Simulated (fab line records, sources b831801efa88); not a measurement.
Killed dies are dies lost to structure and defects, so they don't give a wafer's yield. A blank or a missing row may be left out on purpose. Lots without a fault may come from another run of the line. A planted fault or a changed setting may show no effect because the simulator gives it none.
Which tool did it? | flow sky130 | 12 lots, 36 wafers sampled, at 2 steps of a route of 708

WHAT THE GAUGES READ, wafer by wafer
SKY_POLY_CUT_CD_MEAS_08: target cd 270 nm.
lot  | measured     | on        | cd_nm (nm)
L593 | day 24 07:46 | cd_sem-01 | 270.1 270.9 270.0
L594 | day 25 03:55 | cd_sem-01 | 268.2 268.7 267.8
L595 | day 25 09:50 | cd_sem-01 | 270.4 270.8 271.5
L597 | day 25 23:56 | cd_sem-02 | 268.6 267.7 269.3
L600 | day 27 07:14 | cd_sem-01 | 269.4 269.3 268.3
L609 | day 30 00:59 | cd_sem-02 | 269.1 269.4 271.1
L610 | day 30 11:16 | cd_sem-02 | 272.1 272.6 271.5
L611 | day 30 16:34 | cd_sem-01 | 270.9 271.2 270.5
L612 | day 31 01:48 | cd_sem-01 | 270.3 268.8 270.4
L613 | day 31 07:07 | cd_sem-01 | 270.5 269.3 269.8
L614 | day 31 16:58 | cd_sem-02 | 269.4 269.8 268.2
L615 | day 31 19:30 | cd_sem-01 | 269.3 270.8 270.0

SKY_POLY_CUT_OVL_MEAS_09.
lot  | measured     | on         | POLY_CUT_OVL (nm)
L593 | day 24 07:53 | overlay-01 | -14 -6 -9
L594 | day 25 04:01 | overlay-01 | 4 5 4
L595 | day 25 09:58 | overlay-02 | -3 2 1
L597 | day 26 00:04 | overlay-01 | 0 -4 -6
L600 | day 27 07:20 | overlay-02 | -4 3 5
L609 | day 30 01:07 | overlay-01 | 1 4 7
L610 | day 30 11:23 | overlay-01 | 4 5 8
L611 | day 30 16:41 | overlay-01 | -4 -2 -2
L612 | day 31 01:55 | overlay-01 | -7 2 3
L613 | day 31 07:14 | overlay-01 | -5 -2 0
L614 | day 31 17:04 | overlay-02 | -7 -4 -7
L615 | day 31 19:37 | overlay-01 | 5 1 -1

WHICH TOOL RAN EACH LOT (tool, then ch and the chambers of the sampled wafers, then the start)
The record holds no process step before these readings.

WHAT THE TOOLS THEMSELVES READ (means of the sampled wafers that have a number; where no wafer has one, the mark that the record gives instead)
The record holds no such reading with a usual standard deviation.

THE ANSWER, worked out from the rows above alone
Rule: what is usual is taken from the lots themselves. Put in order of their means at a reading, lots are off if they are a third of the lots or fewer, leave a main group of 4 or more, and stand apart from it by a gap of 3 or more times the standard deviation of the main group's means; of several such gaps the widest counts. A main group whose means are all the same, to the digits that the tables above print for the reading, isn't used. A lot without any number at a reading at which 4 lots or more have one is off too. The other lots that the step has rows for count as sound. The gauges are gone through in route order, then the tools' own readings, and for those a lot's mean is taken as printed above. The first step at which some lot is off is used, and at that step the reading that is off furthest; a lot without a number counts as furthest.
No lot is off at any reading shown: from this, nothing can be told.

WHAT THE SIMULATOR HAD PUT IN
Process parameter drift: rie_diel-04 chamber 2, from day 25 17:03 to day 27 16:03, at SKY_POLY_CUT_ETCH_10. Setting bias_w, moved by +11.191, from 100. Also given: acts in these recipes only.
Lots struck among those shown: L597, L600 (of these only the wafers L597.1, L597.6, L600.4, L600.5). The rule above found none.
